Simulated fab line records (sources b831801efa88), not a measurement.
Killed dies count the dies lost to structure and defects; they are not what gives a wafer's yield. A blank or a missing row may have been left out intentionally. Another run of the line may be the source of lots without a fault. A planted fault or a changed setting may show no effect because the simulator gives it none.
What tool caused it? | flow sky130 | Sampling: 12 lots, 36 wafers, 4 of 708 route steps

WHAT THE GAUGES READ, wafer by wafer
SKY_SD_P_OVL_MEAS_08.
lot  | measured     | on         | SD_P_OVL (nm)
L077 | day 27 00:04 | overlay-01 | 2.3 1.9 1.5
L075 | day 26 23:53 | overlay-02 | 0.0 -0.1 0.2
L078 | day 27 01:26 | overlay-02 | 2.2 0.7 1.8
L081 | day 28 03:25 | overlay-01 | 2.2 0.3 1.7
L083 | day 28 14:31 | overlay-01 | 0.4 0.6 -0.9
L084 | day 29 04:34 | overlay-02 | 0.0 0.9 1.5
L087 | day 29 18:34 | overlay-02 | -0.5 0.1 -1.4
L089 | day 30 10:38 | overlay-01 | 1.0 0.6 -0.2
L091 | day 31 06:31 | overlay-02 | 1.0 -0.4 -0.6
L093 | day 32 00:19 | overlay-01 | 3.5 2.2 3.9
L095 | day 32 13:19 | overlay-01 | -0.7 -0.9 -0.6
L097 | day 33 04:01 | overlay-01 | -0.3 -0.5 -0.5

WHICH TOOL RAN EACH LOT (tool, then ch and the chambers of the sampled wafers, then the start)
lot  | SKY_PWDE_STRIP_09                  | SKY_SPACER_ETCHBACK_02            | SKY_POLY_CUT_STRIP_12
L077 | plasmaAsher-03 ch 0,1, day 4 16:38 | rieDiel-01 ch 1,2,3, day 24 13:07 | plasmaAsher-02 ch 0,1, day 25 18:35
L075 | plasmaAsher-01 ch 0,1, day 4 17:29 | rieDiel-02 ch 0,2,3, day 24 13:07 | plasmaAsher-01 ch 0,1, day 25 18:23
L078 | plasmaAsher-03 ch 0,1, day 4 22:32 | rieDiel-03 ch 1,2,3, day 24 14:19 | plasmaAsher-01 ch 0,1, day 25 20:17
L081 | plasmaAsher-03 ch 0,1, day 5 11:53 | rieDiel-03 ch 0,1,2, day 25 16:52 | plasmaAsher-01 ch 0,1, day 26 22:38
L083 | plasmaAsher-02 ch 0, day 6 01:50   | rieDiel-02 ch 2,3, day 26 04:03   | plasmaAsher-03 ch 0, day 27 09:56
L084 | plasmaAsher-03 ch 0,1, day 6 09:23 | rieDiel-02 ch 1,3, day 26 18:52   | plasmaAsher-03 ch 0,1, day 28 00:20
L087 | plasmaAsher-01 ch 0,1, day 6 21:38 | rieDiel-03 ch 1,2,3, day 27 10:39 | plasmaAsher-02 ch 0,1, day 28 15:02
L089 | plasmaAsher-02 ch 0,1, day 7 07:10 | rieDiel-03 ch 1,2,3, day 28 02:40 | plasmaAsher-01 ch 0,1, day 29 06:58
L091 | plasmaAsher-01 ch 1, day 7 21:47   | rieDiel-02 ch 2,3, day 28 23:19   | plasmaAsher-01 ch 0,1, day 30 03:41
L093 | plasmaAsher-02 ch 0,1, day 8 09:50 | rieDiel-03 ch 2,3, day 29 16:38   | plasmaAsher-01 ch 0,1, day 30 20:47
L095 | plasmaAsher-03 ch 0,1, day 8 19:32 | rieDiel-02 ch 0,3, day 30 06:52   | plasmaAsher-03 ch 0, day 31 10:26
L097 | plasmaAsher-01 ch 0,1, day 9 06:16 | rieDiel-01 ch 1,2,3, day 30 22:17 | plasmaAsher-03 ch 0,1, day 32 02:01
- SKY_PWDE_STRIP_09: strips in O2/N2.
- SKY_SPACER_ETCHBACK_02: etches Si3N4 in CH3F/O2, stops on SiO2, time 46.7 s, target depth 45 nm.
- SKY_POLY_CUT_STRIP_12: strips in O2/N2.

THE ANSWER, worked out from the rows above alone
Rule: what is usual is taken from the lots themselves. Put in order of their means at a reading, lots are off if they are a third of the lots or fewer, leave a main group of 4 or more, and stand apart from it by a gap of 3 or more times the standard deviation of the main group's means; of several such gaps the widest counts. The tables above print the reading to a certain number of digits; a main group whose means all agree to those digits is not used. A lot without any number at a reading at which 4 lots or more have one is off too. All remaining lots with rows at the step are treated as sound.
Across all readings shown, no lot is off: no conclusion can be drawn from this.

WHAT THE SIMULATOR HAD INSERTED
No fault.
